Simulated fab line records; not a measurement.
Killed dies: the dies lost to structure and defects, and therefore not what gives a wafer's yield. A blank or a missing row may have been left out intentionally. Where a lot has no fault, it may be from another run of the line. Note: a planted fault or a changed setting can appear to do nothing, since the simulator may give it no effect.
A lot that was struck, set against a sound lot | flow sky130 | 16 steps out of a route of 708
Sound: these wafers, L190.1, L190.4, L190.5. Wafers struck: L197.1, L197.2, L197.4. The cause is named last.
Each step with rows lists, per side, the tool, then ch with its chambers, then its first start. Under that, the readings that differ: sound wafers | struck wafers | difference of the means | sigmas: that difference in standard deviations of wafers without a fault.
alike: readings whose means differ by less than 2 such deviations, and words and numbers that are the same on both sides. not compared: withheld readings, readings that some wafer has no value for, bounds like >300 that may hide the same value, and numbers for which the record gives no deviation and whose values overlap.
The two part at a step that has a row with sigmas, a row that says differs or no value, or rows on one side only. Numbers that don't overlap but have no deviation are shown without sigmas and don't part them. Lack of a reading on every wafer of one side parts them only where that side has two or more wafers.

first, 1 step without rows for these wafers: SKY_FIELD_ISO_CVD_03 (deposits Si3N4 from DCS/NH3, target thk 165 nm, time 2830 s).
SKY_FIELD_ISO_THK_MEAS_04:
  sound on film_metro-01 at day 2 09:50; struck on film_metro-01 at day 3 22:29
  alike: FIELD_ISO_CVD_03_THK
then, 8 steps without rows for these wafers: SKY_FIELD_ISO_DEHYDRATE_05 (time 60 s); SKY_FIELD_ISO_HMDS_06 (prime time 60 s); SKY_FIELD_ISO_COAT_07 (resist thk 60 nm); SKY_FIELD_ISO_COAT_08 (resist thk 450 nm); SKY_FIELD_ISO_SOFTBAKE_09 (time 90 s); SKY_FIELD_ISO_EXPOSE_10 (exposes mask FOM, target cd 150 nm); SKY_FIELD_ISO_PEB_11; SKY_FIELD_ISO_DEVELOP_12 (develop time 60 s).
SKY_FIELD_ISO_CD_MEAS_13: target cd 150 nm.
  sound on cd_sem-02 at day 3 00:57; struck on cd_sem-02 at day 4 15:31
  alike: cd_nm
SKY_FIELD_ISO_ETCH_14: etches BARC in N2/H2, stops on SiO2, time 45.9 s, target depth 60 nm.
  sound on rie_diel-03 ch 0,1,3, day 3 01:04; struck on rie_diel-03 ch 0,1,2, day 4 15:38
  alike: drypump_motor_current_A, oes_product_au, throttle_valve_pct
  not compared: rf_hours_counter_h
SKY_FIELD_ISO_ETCH_15: etches the open film in CHF3/O2, stops on Si, target depth 180 nm, time 72 s.
  sound on rie_diel-03 ch 0,1,3, day 3 01:07; struck on rie_diel-03 ch 0,1,2, day 4 15:41
  reading                                          | sound             | struck            | difference | sigmas
  oes_product_au (a.u.)                            | 0.951 0.945 0.950 | 0.766 0.763 0.758 | -0.186     | -25
  throttle_valve_pct (%)                           | 8.838 8.875 8.850 | 8.788 8.791 8.788 | -0.065     | -7
  model.KrF-thick_of_FIELD_ISO_COAT_08.thk_nm (nm) | 238.9 236.1 231.1 | 296.3 296.1 299   | +61.8      |
  model.etch.depth_nm (nm)                         | 165.3 165.8 165   | 111.4 112 109.1   | -54.5      |
  alike: O2_flow_sccm, drypump_motor_current_A
  not compared: rf_hours_counter_h
SKY_FIELD_ISO_STRIP_16: strips in O2/N2.
  sound on plasma_asher-03 ch 0,1, day 3 01:10; struck on plasma_asher-02 ch 0,1, day 4 15:44
  reading                      | sound             | struck            | difference | sigmas
  oes_product_au (a.u.)        | 0.384 0.383 0.374 | 0.401 0.399 0.407 | +0.022     | +5
  strip_time_to_endpoint_s (s) | 3.56 3.55 3.50    | 4.16 4.19 4.21    | +0.65      | +21
  alike: drypump_motor_current_A
  not compared: rf_hours_counter_h
SKY_FIELD_ISO_ETCH_17: etches Si in HBr/Cl2/O2, target depth 342 nm, time 97.7 s.
  sound on rie_si-02 ch 0,1, day 3 01:16; struck on rie_si-02 ch 0,1,3, day 4 15:50
  alike: O2_flow_sccm, drypump_motor_current_A, oes_product_au, throttle_valve_pct
  not compared: rf_hours_counter_h
-- a jump in the record: the struck wafers' starts before and after are 44 days apart (it breaks off in module FIELD_ISO and resumes in module PAD_OPEN, where the first step shown is number 708 of the route) --
SKY_PAD_OPEN_PROBE_99:
  sound on prober-02 at day 46 14:04; struck on prober-01 at day 48 18:23
  reading             | sound     | struck      | difference | sigmas
  killed_at_front_end | 18 27 26  | 413 414 425 | +394       | +89
  killed_dies         | 81 104 94 | 492 492 492 | +399       | +41
  killed_on_rim       | 16 16 15  | 96 96 96    | +80        | +19
  alike: killed_at_M0_to_M3, killed_at_M4_up, killed_at_contacts, killed_at_other, killed_open, killed_short

WHERE THEY PART
At SKY_FIELD_ISO_ETCH_15 first; at SKY_PAD_OPEN_PROBE_99 last (within this record only).

WHY: what the simulator had put in
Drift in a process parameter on rie_diel-03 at SKY_FIELD_ISO_ETCH_15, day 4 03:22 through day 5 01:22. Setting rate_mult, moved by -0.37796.
